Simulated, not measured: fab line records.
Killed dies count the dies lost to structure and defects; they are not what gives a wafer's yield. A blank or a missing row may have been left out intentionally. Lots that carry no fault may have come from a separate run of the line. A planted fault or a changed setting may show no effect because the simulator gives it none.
Which tool was responsible? :: flow gf180mcu :: 42 wafers from 14 lots sampled at 3 of the route's 602 steps

== WHAT EACH GAUGE READ, for each wafer ==
GF_M1_OVL_MEAS_15. Usual: M1_OVL gives 0 nm (standard deviation 5.2).
lot: L785
measured: day 17 04:47
on: overlay-01
M1_OVL (nm): 4 3 -1
flag: 

lot: L786
measured: day 17 08:44
on: overlay-02
M1_OVL (nm): -3 -2 -8
flag: 

lot: L787
measured: day 17 17:47
on: overlay-02
M1_OVL (nm): -1 6 -1
flag: 

lot: L788
measured: day 18 03:17
on: overlay-01
M1_OVL (nm): 6 -3 -6
flag: 

lot: L789
measured: day 18 10:38
on: overlay-02
M1_OVL (nm): 5 4 -2
flag: 

lot: L790
measured: day 18 19:33
on: overlay-02
M1_OVL (nm): 4 -6 -3
flag: 

lot: L796
measured: day 21 13:53
on: overlay-02
M1_OVL (nm): 6 8 6
flag: 

lot: L799
measured: day 22 07:02
on: overlay-02
M1_OVL (nm): 0 2 7
flag: 

lot: L803
measured: day 23 16:44
on: overlay-02
M1_OVL (nm): -3 -3 5
flag: 

lot: L804
measured: day 23 22:14
on: overlay-02
M1_OVL (nm): 2 0 5
flag: 

lot: L805
measured: day 24 04:34
on: overlay-01
M1_OVL (nm): 1 -3 -3
flag: 

lot: L806
measured: day 24 13:35
on: overlay-01
M1_OVL (nm): -5 2 3
flag: 

lot: L807
measured: day 24 19:49
on: overlay-01
M1_OVL (nm): -4 -8 -1
flag: 

lot: L808
measured: day 25 07:20
on: overlay-01
M1_OVL (nm): 5 -15 -6
flag: 

GF_V2_OVL_MEAS_15. Usual: V2_OVL gives -2 nm (standard deviation 5.2).
lot: L785
measured: day 20 09:35
on: overlay-02
V2_OVL (nm): 2 -5 4
flag: 

lot: L786
measured: day 20 12:59
on: overlay-02
V2_OVL (nm): -1 2 -2
flag: 

lot: L787
measured: day 20 21:59
on: overlay-02
V2_OVL (nm): -4 -12 -4
flag: 

lot: L788
measured: day 21 06:39
on: overlay-01
V2_OVL (nm): -3 -12 -2
flag: 

lot: L789
measured: day 21 15:20
on: overlay-01
V2_OVL (nm): -3 3 -2
flag: 

lot: L790
measured: day 22 00:55
on: overlay-01
V2_OVL (nm): 1 5 4
flag: 

lot: L796
measured: day 24 14:37
on: overlay-01
V2_OVL (nm): -10 -7 3
flag: 

lot: L799
measured: day 25 06:32
on: overlay-01
V2_OVL (nm): -1 -1 -6
flag: 

lot: L803
measured: day 26 13:14
on: overlay-01
V2_OVL (nm): 3 7 -1
flag: 

lot: L804
measured: day 26 19:20
on: overlay-01
V2_OVL (nm): -12 -7 -3
flag: 

lot: L805
measured: day 27 01:02
on: overlay-02
V2_OVL (nm): 0 7 8
flag: 

lot: L806
measured: day 27 09:26
on: overlay-01
V2_OVL (nm): -2 -6 0
flag: 

lot: L807
measured: day 27 13:59
on: overlay-01
V2_OVL (nm): -3 -4 -3
flag: 

lot: L808
measured: day 28 01:17
on: overlay-01
V2_OVL (nm): 3 8 0
flag: 

== WHAT TOOL EACH LOT RAN ON (gives the tool, then ch and the chambers of the sampled wafers, and finally the start) ==
lot: L785
GF_MVPSD_EXPOSE_04: ilineStepper-01 ch 0, day 4 18:35

lot: L786
GF_MVPSD_EXPOSE_04: ilineStepper-02 ch 0, day 4 23:47

lot: L787
GF_MVPSD_EXPOSE_04: ilineStepper-01 ch 0, day 5 05:03

lot: L788
GF_MVPSD_EXPOSE_04: ilineStepper-01 ch 0, day 5 10:22

lot: L789
GF_MVPSD_EXPOSE_04: ilineStepper-01 ch 0, day 5 15:10

lot: L790
GF_MVPSD_EXPOSE_04: ilineStepper-01 ch 0, day 5 20:41

lot: L796
GF_MVPSD_EXPOSE_04: ilineStepper-01 ch 0, day 7 14:33

lot: L799
GF_MVPSD_EXPOSE_04: ilineStepper-02 ch 0, day 8 03:57

lot: L803
GF_MVPSD_EXPOSE_04: ilineStepper-02 ch 0, day 9 03:36

lot: L804
GF_MVPSD_EXPOSE_04: ilineStepper-02 ch 0, day 9 09:49

lot: L805
GF_MVPSD_EXPOSE_04: ilineStepper-02 ch 0, day 9 14:52

lot: L806
GF_MVPSD_EXPOSE_04: ilineStepper-02 ch 0, day 9 20:55

lot: L807
GF_MVPSD_EXPOSE_04: ilineStepper-02 ch 0, day 10 00:47

lot: L808
GF_MVPSD_EXPOSE_04: ilineStepper-02 ch 0, day 10 10:35
- GF_MVPSD_EXPOSE_04: exposes mask MVPSD, target cd 1000 nm.

== AS READ BY THE TOOLS THEMSELVES (means over the sampled wafers that have a number; for cases with no such wafer, the mark the record gives instead) ==
GF_MVPSD_EXPOSE_04. Usual: exposureDoseMJCm2 reads 260.0 (standard deviation 0.3).
lot: L785
tool: ilineStepper-01
exposureDoseMJCm2: 259.9
flag: 

lot: L786
tool: ilineStepper-02
exposureDoseMJCm2: 260.1
flag: 

lot: L787
tool: ilineStepper-01
exposureDoseMJCm2: 259.9
flag: 

lot: L788
tool: ilineStepper-01
exposureDoseMJCm2: 259.6
flag: 

lot: L789
tool: ilineStepper-01
exposureDoseMJCm2: 237.6
flag: OFF

lot: L790
tool: ilineStepper-01
exposureDoseMJCm2: 237.8
flag: OFF

lot: L796
tool: ilineStepper-01
exposureDoseMJCm2: 237.8
flag: OFF

lot: L799
tool: ilineStepper-02
exposureDoseMJCm2: 259.9
flag: 

lot: L803
tool: ilineStepper-02
exposureDoseMJCm2: 259.9
flag: 

lot: L804
tool: ilineStepper-02
exposureDoseMJCm2: 260.1
flag: 

lot: L805
tool: ilineStepper-02
exposureDoseMJCm2: 259.8
flag: 

lot: L806
tool: ilineStepper-02
exposureDoseMJCm2: 260.1
flag: 

lot: L807
tool: ilineStepper-02
exposureDoseMJCm2: 260.1
flag: 

lot: L808
tool: ilineStepper-02
exposureDoseMJCm2: 260.8
flag: 

== THE ANSWER, worked out from the rows above alone ==
Rule: a lot counts as off when the mean over its wafers that have a number is more than 3 standard deviations away from the usual mean. A lot without any number at a reading at which 4 lots or more have one is off too. The other lots that the step has rows for count as sound. Order of review: gauges by route order, followed by the tools' own readings, for which a lot's mean as printed above is used. The first step at which some lot is off is used, and at that step the reading that is off furthest; a lot without a number counts as furthest.
Off, at GF_MVPSD_EXPOSE_04 on exposureDoseMJCm2: L789, L790, L796.
If a tool, at that step or one of the process steps before it, ran each lot that is off and ran no sound lot following the first of them, it fits. One fits: GF_MVPSD_EXPOSE_04 on ilineStepper-01. A fault onset in the window from L788 (day 5 10:22, its last sound lot) to L789 (day 5 15:10, its first lot off) fits.
On the lots that are off, the tool's own readings at GF_MVPSD_EXPOSE_04 differ by more than 5 times the standard deviation of the sound lots' means, which bears it out; exposureDoseMJCm2 reads 237.7 there versus 260.0 on the sound lots.

== WHAT THE SIMULATOR HAD INSERTED ==
Process parameter drift: ilineStepper-01, from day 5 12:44 on, at GF_MVPSD_EXPOSE_04. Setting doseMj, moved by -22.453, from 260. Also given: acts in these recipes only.
Struck lots among those shown: L789, L790, L796. This agrees with what the rule above found.
